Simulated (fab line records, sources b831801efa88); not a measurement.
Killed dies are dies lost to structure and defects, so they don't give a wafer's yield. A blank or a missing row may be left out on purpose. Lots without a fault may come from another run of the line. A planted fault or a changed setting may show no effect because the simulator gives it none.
A struck lot beside a sound one | flow sky130 | 13 steps out of a route of 708
Sound: wafers L442.4, L442.5, L442.6. Struck: wafers L445.1, L445.2, L445.4. The cause comes at the end.
At each step with rows: each side's tool, then ch and its chambers, then its first start. Under that, the readings that differ: sound wafers | struck wafers | difference of the means | sigmas: that difference in standard deviations of wafers without a fault.
alike: readings whose means differ by less than 2 such deviations, and words and numbers that are the same on both sides. not compared: withheld readings, readings that some wafer has no value for, bounds like >300 that may hide the same value, and numbers for which the record gives no deviation and whose values overlap.
The two part at a step that has a row with sigmas, a row that says differs or no value, or rows on one side only. Numbers that don't overlap but have no deviation are shown without sigmas and don't part them. A reading that every wafer of one side lacks parts them only if that side has two wafers or more.

SKY_NWELL_TW_MEAS_26:
  sound on film_metro-01, day 7 13:43; struck on film_metro-01, day 8 08:11
  alike: NWELL_2_TW
then, 1 step without rows for these wafers: SKY_NWELL_CLEAN_27 (cleans in SC1/SC2, time 150 s).
SKY_NWELL_RTA_28: time 30 s.
  sound on rtp_anneal-01 ch 0, day 7 13:51; struck on rtp_anneal-01 ch 0, day 8 08:18
  alike: lamp_power_pct, ramp_down_c_per_s, wafer_temp_C_max
SKY_NWELL_RS_MEAS_29: measures by four-point-probe.
  sound on film_metro-04, day 7 13:58; struck on film_metro-03, day 8 08:24
  alike: NWELL_RS
SKY_NWELL_RS_MEAS_31: measures by four-point-probe.
  sound on film_metro-04, day 7 14:12; struck on film_metro-03, day 8 08:38
  alike: PWDE_RS
then, 6 steps without rows for these wafers: SKY_VT_ADJUST_HVTP_DEHYDRATE_00 (time 60 s); SKY_VT_ADJUST_HVTP_HMDS_01 (prime time 60 s); SKY_VT_ADJUST_HVTP_COAT_02 (resist thk 1140 nm); SKY_VT_ADJUST_HVTP_SOFTBAKE_03 (time 60 s); SKY_VT_ADJUST_HVTP_EXPOSE_04 (exposes mask HVTPM, target cd 380 nm); SKY_VT_ADJUST_HVTP_PEB_05.
SKY_VT_ADJUST_HVTP_DEVELOP_06: develop time 60 s.
  sound on litho_track-01 ch 0, day 8 10:32; struck on litho_track-03, day 9 05:37
  no value came back on the struck wafers for chill_plate_temp_C (C), develop_time_s (s), resist_line_temp_C (C); on the sound wafers chill_plate_temp_C (C) reads 23.10 23.06 23.21
SKY_VT_ADJUST_HVTP_CD_MEAS_07: target cd 380 nm.
  sound on cd_sem-02, day 8 10:40; struck on cd_sem-02, day 9 05:46
  reading    | sound       | struck | difference                    | sigmas
  cd_nm (nm) | 380 378 380 | - - -  | no value on the struck wafers |

WHERE THEY PART
First at SKY_VT_ADJUST_HVTP_DEVELOP_06; last, within this record, at SKY_VT_ADJUST_HVTP_CD_MEAS_07.

WHY: what the simulator had put in
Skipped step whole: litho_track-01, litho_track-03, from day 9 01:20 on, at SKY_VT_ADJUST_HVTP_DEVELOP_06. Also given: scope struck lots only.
